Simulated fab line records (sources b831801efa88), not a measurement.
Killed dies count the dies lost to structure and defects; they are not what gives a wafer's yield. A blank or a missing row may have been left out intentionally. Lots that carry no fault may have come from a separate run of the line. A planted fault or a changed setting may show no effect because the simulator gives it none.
Which tool is to blame? :: flow gf180mcu :: 37 wafers from 13 lots sampled at 5 of the route's 602 steps

## WHAT EACH GAUGE READ, for each wafer
GF_V2_CD_MEAS_14: the cd target is 260 nm. Usual: cd nm reads 259.7 nm (standard deviation 1).
lot: L457
measured: day 20 08:02
on: cd sem-01
cd nm (nm): 260.4 259.7 261.7
flag: 

lot: L458
measured: day 20 13:41
on: cd sem-01
cd nm (nm): 261.0 260.5 259.5
flag: 

lot: L459
measured: day 21 08:04
on: cd sem-02
cd nm (nm): 258.6 257.7 259.9
flag: 

lot: L460
measured: day 21 15:46
on: cd sem-01
cd nm (nm): 259.6 260.2 259.9
flag: 

lot: L462
measured: day 22 03:14
on: cd sem-01
cd nm (nm): 260.3 260.2 258.7
flag: 

lot: L461
measured: day 22 06:59
on: cd sem-01
cd nm (nm): 259.9 262.4 260.0
flag: 

lot: L463
measured: day 22 14:50
on: cd sem-01
cd nm (nm): 260.3 261.3 260.1
flag: 

lot: L468
measured: day 24 09:56
on: cd sem-02
cd nm (nm): 260.9 260.9 260.2
flag: 

lot: L469
measured: day 24 16:39
on: cd sem-02
cd nm (nm): 259.9
flag: 

lot: L475
measured: day 26 12:56
on: cd sem-02
cd nm (nm): 257.4 260.2 259.1
flag: 

lot: L478
measured: day 27 10:44
on: cd sem-01
cd nm (nm): 260.8 260.7 261.2
flag: 

lot: L479
measured: day 27 15:10
on: cd sem-01
cd nm (nm): 259.1 260.8 260.1
flag: 

lot: L480
measured: day 28 00:50
on: cd sem-02
cd nm (nm): 258.9 258.4 259.4
flag: 

GF_V3_THK_MEAS_01. Usual: for V3_CVD_00_THK the level is 599 nm and the standard deviation is 8.7.
lot: L457
measured: day 21 11:37
on: film metro-03
V3_CVD_00_THK (nm): 589 599 600
flag: 

lot: L458
measured: day 21 16:59
on: film metro-04
V3_CVD_00_THK (nm): 601 591 604
flag: 

lot: L459
measured: day 22 11:01
on: film metro-01
V3_CVD_00_THK (nm): 606 595 602
flag: 

lot: L460
measured: day 22 18:10
on: film metro-04
V3_CVD_00_THK (nm): 607 612 618
flag: 

lot: L462
measured: day 23 05:29
on: film metro-01
V3_CVD_00_THK (nm): 588 598 604
flag: 

lot: L461
measured: day 23 09:12
on: film metro-03
V3_CVD_00_THK (nm): 603 583 590
flag: 

lot: L463
measured: day 23 16:59
on: film metro-03
V3_CVD_00_THK (nm): 614 591 611
flag: 

lot: L468
measured: day 25 10:56
on: film metro-01
V3_CVD_00_THK (nm): 298 605 290 298 605 290
flag: OFF

lot: L469
measured: day 25 16:44
on: film metro-01
V3_CVD_00_THK (nm): 299 299
flag: OFF

lot: L475
measured: day 27 11:45
on: film metro-03
V3_CVD_00_THK (nm): 614 617 617
flag: 

lot: L478
measured: day 28 08:31
on: film metro-03
V3_CVD_00_THK (nm): 611 604 621
flag: 

lot: L479
measured: day 28 13:25
on: film metro-03
V3_CVD_00_THK (nm): 611 601 601
flag: 

lot: L480
measured: day 28 23:01
on: film metro-04
V3_CVD_00_THK (nm): 600 614 613
flag: 

GF_V3_CD_MEAS_14: the cd target is 260 nm. Usual: cd nm reads 260.2 nm (standard deviation 1.3).
lot: L457
measured: day 22 12:32
on: cd sem-01
cd nm (nm): 260.7 259.8 260.5
flag: 

lot: L458
measured: day 22 17:31
on: cd sem-02
cd nm (nm): 262.0 261.4 261.1
flag: 

lot: L459
measured: day 23 11:28
on: cd sem-02
cd nm (nm): 259.5 258.6 259.6
flag: 

lot: L460
measured: day 23 17:40
on: cd sem-01
cd nm (nm): 261.5 260.3 259.1
flag: 

lot: L462
measured: day 24 05:10
on: cd sem-02
cd nm (nm): 260.1 260.0 259.3
flag: 

lot: L461
measured: day 24 08:53
on: cd sem-01
cd nm (nm): 259.9 260.3 259.1
flag: 

lot: L463
measured: day 24 15:55
on: cd sem-02
cd nm (nm): 259.5 259.5 259.6
flag: 

lot: L468
measured: day 26 08:22
on: cd sem-01
cd nm (nm): 260.5 261.5 261.6
flag: 

lot: L469
measured: day 26 14:52
on: cd sem-02
cd nm (nm): 259.6
flag: 

lot: L475
measured: day 28 07:46
on: cd sem-01
cd nm (nm): 260.6 259.7 260.7
flag: 

lot: L478
measured: day 29 04:11
on: cd sem-01
cd nm (nm): 261.3 261.9 261.6
flag: 

lot: L479
measured: day 29 09:05
on: cd sem-01
cd nm (nm): 260.1 259.9 259.5
flag: 

lot: L480
measured: day 29 18:29
on: cd sem-02
cd nm (nm): 259.0 259.2 259.2
flag: 

## TOOL THAT RAN EACH LOT (tool first, then ch and the chambers of the sampled wafers, then the start)
lot: L457
GF_V2_STRIP_18: plasma asher-01 ch 0,1, day 20 08:17
GF_V3_CVD_00: hdpcvd-01 ch 0,2, day 21 11:32

lot: L458
GF_V2_STRIP_18: plasma asher-01 ch 0,1, day 20 13:58
GF_V3_CVD_00: hdpcvd-01 ch 0,1,2, day 21 16:55

lot: L459
GF_V2_STRIP_18: plasma asher-02 ch 0,1, day 21 08:20
GF_V3_CVD_00: hdpcvd-01 ch 1,2, day 22 10:55

lot: L460
GF_V2_STRIP_18: plasma asher-03 ch 0,1, day 21 16:02
GF_V3_CVD_00: hdpcvd-02 ch 1,2, day 22 18:05

lot: L462
GF_V2_STRIP_18: plasma asher-03 ch 0,1, day 22 03:31
GF_V3_CVD_00: hdpcvd-01 ch 0,1,2, day 23 05:25

lot: L461
GF_V2_STRIP_18: plasma asher-02 ch 0,1, day 22 07:14
GF_V3_CVD_00: hdpcvd-01 ch 0,1,2, day 23 09:07

lot: L463
GF_V2_STRIP_18: plasma asher-01 ch 1, day 22 15:06
GF_V3_CVD_00: hdpcvd-02 ch 0,2, day 23 16:55

lot: L468
GF_V2_STRIP_18: plasma asher-03 ch 0,1, day 24 10:13
GF_V3_CVD_00: hdpcvd-01 ch 0,1, day 25 10:52

lot: L469
GF_V2_STRIP_18: plasma asher-02 ch 0, day 24 16:55
GF_V3_CVD_00: hdpcvd-01 ch 0, day 25 16:40

lot: L475
GF_V2_STRIP_18: plasma asher-03 ch 0,1, day 26 13:13
GF_V3_CVD_00: hdpcvd-02 ch 1,2, day 27 11:41

lot: L478
GF_V2_STRIP_18: plasma asher-01 ch 0,1, day 27 10:59
GF_V3_CVD_00: hdpcvd-02 ch 0,1,2, day 28 08:26

lot: L479
GF_V2_STRIP_18: plasma asher-02 ch 0,1, day 27 15:26
GF_V3_CVD_00: hdpcvd-02 ch 0,1,2, day 28 13:19

lot: L480
GF_V2_STRIP_18: plasma asher-01 ch 0,1, day 28 01:07
GF_V3_CVD_00: hdpcvd-02 ch 0,2, day 28 22:57
- GF_V2_STRIP_18: strips in O2/N2.
- GF_V3_CVD_00: deposits SiO2, target thk 600 nm, time 100 s.

## WHAT THE TOOLS THEMSELVES READ (means of the sampled wafers that have a number; where no wafer has one, the mark that the record gives instead)
GF_V2_STRIP_18. Usual: chamber pressure mTorr 1500.0 mTorr, standard deviation 1.3; drypump motor current A 5.6 A, standard deviation 0.41; heater power w 317 W, standard deviation 35; oes product au 0.592 a.u., standard deviation 0.0047.
lot: L457
tool: plasma asher-01
chamber pressure mTorr (mTorr): 1500.0
drypump motor current A (A): 6.0
heater power w (W): 325
oes product au (a.u.): 0.591
flag: 

lot: L458
tool: plasma asher-01
chamber pressure mTorr (mTorr): 1500.2
drypump motor current A (A): 6.1
heater power w (W): 320
oes product au (a.u.): 0.590
flag: 

lot: L459
tool: plasma asher-02
chamber pressure mTorr (mTorr): 1499.2
drypump motor current A (A): 5.4
heater power w (W): 328
oes product au (a.u.): 0.592
flag: 

lot: L460
tool: plasma asher-03
chamber pressure mTorr (mTorr): 1499.8
drypump motor current A (A): 5.6
heater power w (W): 292
oes product au (a.u.): 0.596
flag: 

lot: L462
tool: plasma asher-03
chamber pressure mTorr (mTorr): 1500.2
drypump motor current A (A): 5.4
heater power w (W): 295
oes product au (a.u.): 0.592
flag: 

lot: L461
tool: plasma asher-02
chamber pressure mTorr (mTorr): 1500.6
drypump motor current A (A): 5.2
heater power w (W): 316
oes product au (a.u.): 0.594
flag: 

lot: L463
tool: plasma asher-01
chamber pressure mTorr (mTorr): 1500.3
drypump motor current A (A): 6.2
heater power w (W): 284
oes product au (a.u.): 0.585
flag: 

lot: L468
tool: plasma asher-03
chamber pressure mTorr (mTorr): 1501.5
drypump motor current A (A): 5.4
heater power w (W): 291
oes product au (a.u.): 0.594
flag: 

lot: L469
tool: plasma asher-02
chamber pressure mTorr (mTorr): 1499.4
drypump motor current A (A): 5.6
heater power w (W): 340
oes product au (a.u.): 0.595
flag: 

lot: L475
tool: plasma asher-03
chamber pressure mTorr (mTorr): 1500.5
drypump motor current A (A): 5.6
heater power w (W): 293
oes product au (a.u.): 0.586
flag: 

lot: L478
tool: plasma asher-01
chamber pressure mTorr (mTorr): 1500.8
drypump motor current A (A): 6.0
heater power w (W): 320
oes product au (a.u.): 0.593
flag: 

lot: L479
tool: plasma asher-02
chamber pressure mTorr (mTorr): 1501.1
drypump motor current A (A): 5.4
heater power w (W): 335
oes product au (a.u.): 0.595
flag: 

lot: L480
tool: plasma asher-01
chamber pressure mTorr (mTorr): 1498.5
drypump motor current A (A): 5.9
heater power w (W): 354
oes product au (a.u.): 0.590
flag: 

GF_V3_CVD_00. Usual: sih4 flow sccm 60.00 sccm, standard deviation 0.17; susceptor temp C 399.95 C, standard deviation 0.21.
lot: L457
tool: hdpcvd-01
sih4 flow sccm (sccm): 60.03
susceptor temp C (C): 399.82
flag: 

lot: L458
tool: hdpcvd-01
sih4 flow sccm (sccm): 59.90
susceptor temp C (C): 399.93
flag: 

lot: L459
tool: hdpcvd-01
sih4 flow sccm (sccm): 60.15
susceptor temp C (C): 400.07
flag: 

lot: L460
tool: hdpcvd-02
sih4 flow sccm (sccm): 60.14
susceptor temp C (C): 399.79
flag: 

lot: L462
tool: hdpcvd-01
sih4 flow sccm (sccm): 60.07
susceptor temp C (C): 399.77
flag: 

lot: L461
tool: hdpcvd-01
sih4 flow sccm (sccm): 60.16
susceptor temp C (C): 399.95
flag: 

lot: L463
tool: hdpcvd-02
sih4 flow sccm (sccm): 60.06
susceptor temp C (C): 399.97
flag: 

lot: L468
tool: hdpcvd-01
sih4 flow sccm (sccm): 39.99
susceptor temp C (C): 399.92
flag: OFF

lot: L469
tool: hdpcvd-01
sih4 flow sccm (sccm): 30.09
susceptor temp C (C): 400.30
flag: OFF

lot: L475
tool: hdpcvd-02
sih4 flow sccm (sccm): 60.05
susceptor temp C (C): 399.88
flag: 

lot: L478
tool: hdpcvd-02
sih4 flow sccm (sccm): 60.00
susceptor temp C (C): 400.14
flag: 

lot: L479
tool: hdpcvd-02
sih4 flow sccm (sccm): 59.99
susceptor temp C (C): 399.71
flag: 

lot: L480
tool: hdpcvd-02
sih4 flow sccm (sccm): 60.04
susceptor temp C (C): 399.96
flag: 

## THE ANSWER, worked out from the rows above alone
Rule: a lot counts as off when the mean over its wafers that have a number is more than 3 standard deviations away from the usual mean. Also off: a lot with no number at a reading for which 4 or more lots have one. All remaining lots with rows at the step are treated as sound. After the gauges, taken in route order, come the tools' own readings; for these a lot's mean is taken, as printed above. The first step at which some lot is off is used, and at that step the reading that is off furthest; a lot without a number counts as furthest.
Off: at GF_V3_THK_MEAS_01 (V3_CVD_00_THK), L468, L469.
A tool fits if, at a process step before that reading, it ran every lot that is off, and no sound lot after the first of them. Not tried: the gauges at GF_V3_THK_MEAS_01; whatever is off there is also off at GF_V3_CVD_00, on other tools, and gauge error can't account for it. One candidate fits, namely hdpcvd-01 at GF_V3_CVD_00. Its last sound lot is L461 (day 23 09:07), its first lot that is off L468 (day 25 10:52): a fault that began between those two fits.
On the lots that are off, the tool's own readings at GF_V3_CVD_00 differ by more than 5 times the standard deviation of the sound lots' means, which bears it out; sih4 flow sccm reads 35.04 sccm there versus 60.05 sccm on the sound lots.

## WHAT WAS PUT IN BY THE SIMULATOR
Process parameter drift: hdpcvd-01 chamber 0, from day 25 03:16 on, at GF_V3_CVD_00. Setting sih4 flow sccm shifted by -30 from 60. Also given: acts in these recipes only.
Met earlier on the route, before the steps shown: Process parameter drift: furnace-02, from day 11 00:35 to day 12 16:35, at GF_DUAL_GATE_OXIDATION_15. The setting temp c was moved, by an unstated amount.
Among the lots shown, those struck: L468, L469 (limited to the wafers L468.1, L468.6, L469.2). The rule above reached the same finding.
